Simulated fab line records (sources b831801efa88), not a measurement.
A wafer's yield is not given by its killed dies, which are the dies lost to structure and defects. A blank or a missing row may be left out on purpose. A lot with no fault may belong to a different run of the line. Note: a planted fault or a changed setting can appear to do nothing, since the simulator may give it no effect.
fab line records | flow sky130
[record] lots = 6 wafers = 18 lastDay = 50
route steps=708 shown VIA2@515 PAD_OPEN@708
lots that met no fault: from a run of the same line without faults
startH: hours from the record's first day to the start of the lot's first wafer shown | waitH: hours since the lot's step before | " repeats the value in the row above | L1.1+2: a row that stands for several wafers | - either no value or no given start | * or withheld: withheld | < > ~ a bound
route shown NAME@n: a module of which the file shows steps, and the number in the route of the first | usual: the fault-free wafers' mean and standard deviation | same: alike in all rows | chamber/n: place in a boat | sites: each site's reading | _std_site: standard deviation across them | _edge_site: the outer-site mean with the inner-site mean subtracted | radiusMm: for every site, how far away it sits from the centre of the wafer | mask NAME#n: copy n | behind: the most recent tool/chamber to have shaped the wafer | hold: why the lot was held/for how many hours/how that ended | device: the transistor (n, p or np) that didn't switch | end of line: tests run on the same wafers once the route is complete | a step given without rows: its recipe and nothing more | killed: the dies lost at the first sort to structure and to defects; this is not the yield of the wafer | map: dies across one wafer; x = killed, . = not, _ = none there
set.NAME: the setting the step ran with; set.NAME@STEP: the setting that earlier step ran with | model.NAME: the simulator's own value behind a step, which no gauge read
lots seen at some steps along the route; tables by step, rows by wafer
services: when a tool's chamber went out of use (startH, in hours from the record's first day, below 0 if earlier), for how many hours, and the reason
[[steps]]
[step SKY_VIA2_SOFTBAKE_08]
[recipe] tempC = 100 timeS = 90 resist = KrF-thick
[step SKY_VIA2_EXPOSE_09]
[recipe] maskId = VIM2 na = 0.8 sourceShape = annular sigmaInner = 0.55 sigmaOuter = 0.85 targetCdNm = 200 doseMj = 38
[step SKY_VIA2_PEB_10]
[recipe] pebTempC = withheld pebTimeS = withheld resist = KrF-thick
[step SKY_VIA2_DEVELOP_11]
[recipe] developTimeS = 58.56 resist = KrF-thick devTempC = 21
[step SKY_VIA2_CD_MEAS_12]
[recipe] targetCdNm = 200
[usual] cdNm = 200.1/1.7
// columns lot.wafer tool chamber startH waitH cdNm
L251.3 cdSem-02 - 887.84 - 201.3
L251.4 " - " " 201.0
L251.6 " - " " 201.0
L255.3 cdSem-01 - 945.79 - 201.5
L255.4 " - " " 202.1
L255.6 " - " " 201.7
L259.4 cdSem-02 - 950.73 - 201.4
L259.5 " - " " 200.1
L259.6 " - " " 200.0
L261.3 cdSem-01 - 951.49 - 200.0
L261.5 " - " " 200.6
L261.6 " - " " 199.8
L268.2 cdSem-02 - 987.04 - 201.4
L268.4 " - " " 201.7
L268.6 " - " " 202.7
L270.2 cdSem-01 - 1022.79 - 201.0
L270.5 " - " " 201.3
L270.6 " - " " 199.9
[step SKY_VIA2_OVL_MEAS_13]
[usual] VIA2_OVL = -1/6.3
// columns lot.wafer tool chamber startH waitH VIA2_OVL[nm]
L251.3 overlay-02 - 887.94 0.1 2
L251.4 " - " " -3
L251.6 " - " " 0
L255.3 overlay-01 - 945.89 0.1 -7
L255.4 " - " " 9
L255.6 " - " " 7
L259.4 overlay-01 - 950.80 0.1 -1
L259.5 " - " " -1
L259.6 " - " " -5
L261.3 overlay-01 - 951.59 0.1 -3
L261.5 " - " " 2
L261.6 " - " " 9
L268.2 overlay-01 - 987.14 0.1 -3
L268.4 " - " " -5
L268.6 " - " " 2
L270.2 overlay-02 - 1022.89 0.1 -2
L270.5 " - " " 1
L270.6 " - " " -1
[step SKY_VIA2_ETCH_14]
[recipe] chemistry = N2/H2 target = BARC ionEnergyEv = 200 sourceW = 500 biasW = 100 pressureMtorr = 30 n2FlowSccm = 100 h2FlowSccm = 200 stopOn = SiO2 timeS = 45.9 targetDepthA = 600
[usual] drypumpMotorCurrentA = 5.6/0.39 n2FlowSccm = 99.98/0.28 oesProductAu = 0.854/0.0043 throttleValvePct = 13.223/0.0081
// columns lot.wafer tool chamber startH waitH drypumpMotorCurrentA n2FlowSccm oesProductAu rfHoursCounterH throttleValvePct
L251.3 rieDiel-04 0 887.96 0.0 4.9 100.61 0.857 20 13.224
L251.4 " 1 " " 5.6 99.79 0.865 10 13.216
L251.6 " 2 " " 6.4 100.30 0.850 - 13.231
L255.3 rieDiel-01 1 945.91 0.0 5.7 100.00 0.849 19 13.228
L255.4 " 3 " " 5.3 99.86 0.858 12 13.227
L255.6 " 2 " " 5.8 100.16 0.848 - 13.217
L259.4 rieDiel-01 3 950.82 0.0 5.4 99.62 0.852 12 13.224
L259.5 " 2 " " 5.9 99.44 0.857 - 13.215
L259.6 " 3 " " 5.3 99.84 0.856 - 13.205
L261.3 rieDiel-01 0 951.61 0.0 5.5 100.57 0.856 10 13.227
L261.5 " 1 " " 5.7 99.81 0.852 - 13.228
L261.6 " 2 " " 5.9 99.74 0.854 - 13.224
L268.2 rieDiel-04 1 987.17 0.0 5.6 99.84 0.858 13 13.238
L268.4 " 3 " " 5.2 100.32 0.854 21 13.222
L268.6 " 1 " " 5.6 99.75 0.859 - 13.217
L270.2 rieDiel-04 1 1022.92 0.0 5.6 99.78 0.852 14 13.230
L270.5 " 1 " " 5.6 99.69 0.848 - 13.233
L270.6 " 3 " " 5.3 100.29 0.864 - 13.220
[step SKY_VIA2_ETCH_15]
[recipe] target = SiO2 chemistry = C4F8/O2/Ar targetDepthNm = 546 stopOn = TiN maskMaterial = KrF-thick sourceW = 1500 biasW = 1200 pressureMtorr = 40 c4f8FlowSccm = withheld O2_flow_sccm = 6 Ar_flow_sccm = 300 timeS = 84
[usual] oesProductAu = 0.945/0.0045
// columns lot.wafer tool chamber startH waitH oesProductAu rfHoursCounterH
L251.3 rieDiel-04 0 888.00 0.0 0.945 20
L251.4 " 1 " " 0.945 10
L251.6 " 2 " " 0.937 -
L255.3 rieDiel-01 1 945.95 0.0 0.941 19
L255.4 " 3 " " 0.949 12
L255.6 " 2 " " 0.956 -
L259.4 rieDiel-01 3 950.86 0.0 0.939 12
L259.5 " 2 " " 0.938 -
L259.6 " 3 " " 0.948 -
L261.3 rieDiel-01 0 951.65 0.0 0.951 10
L261.5 " 1 " " 0.945 -
L261.6 " 2 " " 0.947 -
L268.2 rieDiel-04 1 987.22 0.0 0.946 13
L268.4 " 3 " " 0.949 21
L268.6 " 1 " " 0.938 -
L270.2 rieDiel-04 1 1022.97 0.0 0.945 14
L270.5 " 1 " " 0.947 -
L270.6 " 3 " " 0.948 -
[step SKY_VIA2_STRIP_16]
[recipe] chemistry = O2/N2 powerW = 1400 pressureMtorr = 1500 platenTempC = withheld o2FlowSccm = 3000 n2FlowSccm = 300 overashFraction = 0.5
[usual] drypumpMotorCurrentA = 5.5/0.39 n2FlowSccm = 299.9/0.84 o2FlowSccm = 3001/9 oesProductAu = 0.399/0.0049 stripTimeToEndpointS = 4.06/0.042
// columns lot.wafer tool chamber startH waitH drypumpMotorCurrentA n2FlowSccm o2FlowSccm oesProductAu rfHoursCounterH stripTimeToEndpointS
L251.3 plasmaAsher-03 0 888.10 0.1 5.5 299.9 2986 0.401 - 4.07
L251.4 " 1 " " 5.3 300.6 3000 0.403 - 4.00
L251.6 " 0 " " 5.6 301.6 2994 0.401 - 4.09
L255.3 plasmaAsher-04 1 946.05 0.1 6.2 298.5 3001 0.407 - 4.05
L255.4 " 0 " " 5.9 299.0 3030 0.392 - 4.03
L255.6 " 1 " " 6.2 299.7 3001 0.401 - 4.01
L259.4 plasmaAsher-02 0 950.96 0.1 5.5 299.3 2997 0.404 - 4.05
L259.5 " 1 " " 4.9 301.5 2992 0.393 - 3.99
L259.6 " 0 " " 5.5 299.5 3012 0.388 - 4.04
L261.3 plasmaAsher-03 1 951.75 0.1 5.3 300.0 2998 0.399 - 4.07
L261.5 " 1 " " 5.3 300.3 3001 0.403 - 4.07
L261.6 " 0 " " 5.5 300.5 2990 0.392 - 4.01
L268.2 plasmaAsher-03 0 987.28 0.0 5.5 299.3 2999 0.384 24 4.02
L268.4 " 1 " " 5.3 299.8 3000 0.395 - 4.03
L268.6 " 1 " " 5.2 300.7 3009 0.405 - 4.04
L270.2 plasmaAsher-04 0 1023.03 0.0 6.0 298.6 3004 0.396 124 4.03
L270.5 " 1 " " 6.2 298.3 3013 0.402 - 4.07
L270.6 " 0 " " 5.8 298.9 3013 0.401 - 4.05
[step SKY_VIA2_STRIP_17]
[recipe] chemistry = postEtchResidueRemover timeS = 1200 tempC = 72.5
[step SKY_VIA2_CLEAN_18]
[recipe] chemistry = IPA timeS = 180 tempC = 25
[step SKY_VIA2_CLEAN_19]
[recipe] chemistry = O3/DIW dry = n2Spin
[step SKY_VIA2_SPUTTER_20]
[recipe] material = TiN targetThkNm = 20 chamberPressurePa = 5 powerW = 4000 timeS = 80
[usual] cathodeDcPowerW = 4000.0/0.71 chamberPressurePa = 5.000/0.0095 throttleValvePct = 29.9/0.9
// columns lot.wafer tool chamber startH waitH cathodeDcPowerW chamberPressurePa throttleValvePct model.TiN_of_VIA2_SPUTTER_20.thkNm
L251.3 pvdSputter-02 - 888.66 0.0 3999.6 5.019 29.3 19.76
L251.4 " - " " 4000.3 4.990 28.1 20.01
L251.6 " - " " 3999.1 4.985 28.6 19.84
L255.3 pvdSputter-04 - 946.67 0.0 4001.2 5.010 29.8 19.96
L255.4 " - " " 4000.3 5.013 30.9 20.1
L255.6 " - " " 4000.3 4.995 30.1 20.39
L259.4 pvdSputter-04 - 951.52 0.0 3519.3 5.000 30.2 17.68
L259.5 " - " " 3520.8 4.988 30.8 17.53
L259.6 " - " " 3520.2 5.018 31.3 17.38
L261.3 pvdSputter-04 - 952.31 0.0 3520.6 4.995 29.4 17.47
L261.5 " - " " 3521.5 5.009 31.2 17.59
L261.6 " - " " 3520.0 4.984 30.6 17.5
L268.2 pvdSputter-02 - 987.87 0.0 4000.1 5.004 29.2 20.33
L268.4 " - " " 3998.5 4.991 29.2 20.43
L268.6 " - " " 3999.7 5.002 29.4 20.44
L270.2 pvdSputter-02 - 1023.62 0.0 4000.4 4.992 28.8 20.35
L270.5 " - " " 3999.6 4.989 29.2 20.26
L270.6 " - " " 3999.5 4.998 29.4 20.39
[step SKY_VIA2_CVD_21]
[recipe] material = W targetThkNm = 420 timeS = 126.4 tempC = 400 pressureTorr = 40
[usual] heaterPowerW = 825/46 susceptorTempC = 399.99/0.2
// columns lot.wafer tool chamber startH waitH heaterPowerW susceptorTempC
L251.3 cvdW-01 0 888.77 0.1 782 400.18
L251.4 " 1 " " 927 399.96
L251.6 " 1 " " 955 400.07
L255.3 cvdW-02 0 946.77 0.1 854 399.77
L255.4 " 1 " " 798 399.93
L255.6 " 1 " " 807 399.55
L259.4 cvdW-02 1 951.62 0.1 805 400.13
L259.5 " 1 " " 773 399.69
L259.6 " 0 " " 851 399.93
L261.3 cvdW-02 1 952.41 0.1 787 399.96
L261.5 " 0 " " 855 400.02
L261.6 " 1 " " 812 399.87
L268.2 cvdW-01 0 987.93 0.0 782 400.11
L268.4 " 0 " " 764 399.84
L268.6 " 1 " " 830 400.12
L270.2 cvdW-02 0 1023.68 0.0 825 399.53
L270.5 " 0 " " 863 399.84
L270.6 " 1 " " 789 399.79
[step SKY_PAD_OPEN_PROBE_99]
[usual] defectLimitedYield = 82.5/2 killed_at_M0_to_M3 = 43/7.3 killed_at_M4_up = 3.5/2.2 killedAtContacts = 24/5.3 killedAtFrontEnd = 15/4.2 killedAtOther = 0.3/0.67 killedDies = 86/9.8 killedOpen = 47/7.2 killedShort = 39/6.5 sort_bin_3_pad_short = 0.9/0.42 sort_bin_5_function = 10.4/1.5 sort_bin_6_memory = 6.3/1.2 sortNPass = 406/9.9 sortYieldPct = 82.5/2
[same] grossDies = 492 killedAtBackSide = 0 sort_bin_4_leakage[%] = 0 sort_bin_8_speed[%] = 0
// columns lot.wafer tool chamber startH waitH defectLimitedYield[%] killed_at_M0_to_M3 killed_at_M4_up killedAtContacts killedAtFrontEnd killedAtOther killedDies killedOpen killedShort sort_bin_3_pad_short[%] sort_bin_5_function[%] sort_bin_6_memory[%] sortNPass sortYieldPct[%]
L268.2 prober-02 - 1184.42 0.1 79.7 58 3 18 21 0 100 53 47 1.0 13.6 5.7 392 79.7
L268.4 prober-02 - 1184.52 0.2 79.7 49 1 25 25 0 100 57 43 1.6 11.6 7.1 392 79.7
L268.6 prober-02 - 1184.62 0.2 82.5 42 3 24 17 0 86 46 39 0.8 10.8 5.9 406 82.5
L270.2 prober-01 - 1207.09 0.1 80.5 54 0 26 16 0 96 49 44 1.0 11.0 7.5 396 80.5
L270.5 prober-01 - 1207.24 0.2 80.9 49 2 26 17 0 94 57 37 0.4 9.8 8.9 398 80.9
L270.6 prober-01 - 1207.29 0.2 81.1 39 3 30 21 0 93 52 39 2.0 11.4 5.5 399 81.1
// killed by level:class
L268.2 VIA1:geometricParticle:open=17 METAL1:geometricParticle:short=10 CONTACT:geometricParticle:open=8 VIA3:geometricParticle:open=7 FIELD_ISO:geometricParticle:short=6 POLY_GATE:geometricParticle:open=5 CONTACT:geometricParticle:short=5 VIA1:geometricParticle:short=5
L268.4 VIA1:geometricParticle:open=9 VIA2:geometricParticle:open=9 CONTACT:geometricParticle:open=8 VIA1:geometricParticle:short=8 VIA3:geometricParticle:open=8 FIELD_ISO:geometricParticle:open=7 LI_CONTACT:geometricParticle:open=7 FIELD_ISO:geometricParticle:short=5
L268.6 VIA1:geometricParticle:open=10 LI_CONTACT:geometricParticle:open=8 LOCAL_INTERCONNECT:geometricParticle:short=6 VIA1:geometricParticle:short=6 VIA3:geometricParticle:open=6 VIA2:geometricParticle:open=5 POLY_GATE:geometricParticle:open=4 FIELD_ISO:geometricParticle:short=4
L270.2 CONTACT:geometricParticle:open=12 VIA1:geometricParticle:short=10 VIA1:geometricParticle:open=10 METAL2:geometricParticle:short=9 VIA2:geometricParticle:open=7 LOCAL_INTERCONNECT:geometricParticle:short=5 VIA3:geometricParticle:open=5 POLY_GATE:geometricParticle:open=4
L270.5 VIA1:geometricParticle:open=14 VIA3:geometricParticle:open=11 LI_CONTACT:geometricParticle:open=7 CONTACT:geometricParticle:open=7 VIA1:geometricParticle:short=7 CONTACT:geometricParticle:short=6 VIA2:geometricParticle:open=6 METAL2:geometricParticle:short=5
L270.6 CONTACT:geometricParticle:open=12 VIA2:geometricParticle:open=10 VIA1:geometricParticle:open=9 CONTACT:geometricParticle:short=8 FIELD_ISO:geometricParticle:open=5 LOCAL_INTERCONNECT:geometricParticle:short=5 METAL1:geometricParticle:short=5 VIA3:geometricParticle:short=4
[[services]]
// columns tool chamber startH hours kind
rieDiel-04 - 885.99 0.4 repair
plasmaAsher-04 - 899.29 0.5 repair
cvdW-01 - 903.35 0.7 repair
cvdW-01 - 904.01 14.0 pm
cvdW-01 0 904.01 14.0 ventCycle
cvdW-01 1 904.01 14.0 ventCycle
cvdW-01 0 918.01 - clean
cvdW-01 1 918.01 - clean
cvdW-02 - 918.01 2.8 pm
rieDiel-01 - 928.92 14.6 pm
pvdSputter-04 2 930.16 - consumableReplace:kit
pvdSputter-04 2 930.16 18.0 scheduledDown
pvdSputter-04 2 930.16 18.0 ventCycle
pvdSputter-04 - 933.35 0.9 repair
cvdW-02 - 934.32 0.6 repair
rieDiel-04 - 941.30 7.8 repair
pvdSputter-02 - 949.24 4.4 repair
rieDiel-04 0 953.61 4.9 repair
pvdSputter-04 - 967.48 2.1 repair
plasmaAsher-03 - 973.42 1.0 repair
rieDiel-01 1 1012.21 8.0 repair
rieDiel-04 2 1022.25 8.8 repair
[[key]]
[firstSign] step = SKY_VIA2_SPUTTER_20 reading = cathodeDcPowerW direction = down sigmas = 99+ usual = 4000.0 struck = 3520.4
effect none on later readings
[modelEffect] step = SKY_VIA2_SPUTTER_20 value = TiN_of_VIA2_SPUTTER_20.thkNm without = 19.93 struck = 17.53
metAt SKY_VIA2_SPUTTER_20
struckWafers L259.4,L259.5,L259.6,L261.3,L261.5,L261.6
onsetBetween 946.67 951.52
[fault] kind = processParameterDrift tool = pvdSputter-04 chamber = - onsetH = 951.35 steps = SKY_VIA2_SPUTTER_20 channel = powerW offset = * shape = step endH = 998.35 actsIn = * stated = *
